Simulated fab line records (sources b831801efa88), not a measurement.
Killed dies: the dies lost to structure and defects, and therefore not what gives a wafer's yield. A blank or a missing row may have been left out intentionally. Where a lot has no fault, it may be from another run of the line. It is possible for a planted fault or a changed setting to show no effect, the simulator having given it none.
Which tool is to blame? | flow gf180mcu | 7 lots (21 wafers sampled), 1 step of a 602-step route

== WHAT EACH GAUGE READ, for each wafer ==
GF_DUAL_GATE_OVL_MEAS_11.
lot  | measured     | on         | DUAL_GATE_OVL (nm)
L909 | day 9 09:03  | overlay-02 | -0.2 1.5 -0.9
L913 | day 10 16:40 | overlay-02 | 1.7 0.8 0.2
L915 | day 11 06:07 | overlay-02 | 1.0 1.5 -1.5
L917 | day 11 16:49 | overlay-02 | 2.5 1.5 1.7
L919 | day 12 06:13 | overlay-02 | -1.2 -0.8 -0.3
L921 | day 12 21:01 | overlay-02 | 3.4 2.2 1.1
L923 | day 13 14:25 | overlay-02 | 0.2 1.9 -1.0

== EACH LOT AND THE TOOL THAT RAN IT (in order: tool; ch and the chambers of the sampled wafers; start) ==
Record: no process step prior to these readings.

== THE ANSWER, worked out from the rows above alone ==
Rule: the usual values come from the lots themselves. Put in order of their means at a reading, lots are off if they are a third of the lots or fewer, leave a main group of 4 or more, and stand apart from it by a gap of 3 or more times the standard deviation of the main group's means; of several such gaps the widest counts. If all means in a main group match to the digits the tables above print for the reading, that group is not used. A lot without any number at a reading at which 4 lots or more have one is off too. The other lots that the step has rows for count as sound.
Nothing can be told from this: no lot is off at any reading shown.

== WHAT THE SIMULATOR PUT IN ==
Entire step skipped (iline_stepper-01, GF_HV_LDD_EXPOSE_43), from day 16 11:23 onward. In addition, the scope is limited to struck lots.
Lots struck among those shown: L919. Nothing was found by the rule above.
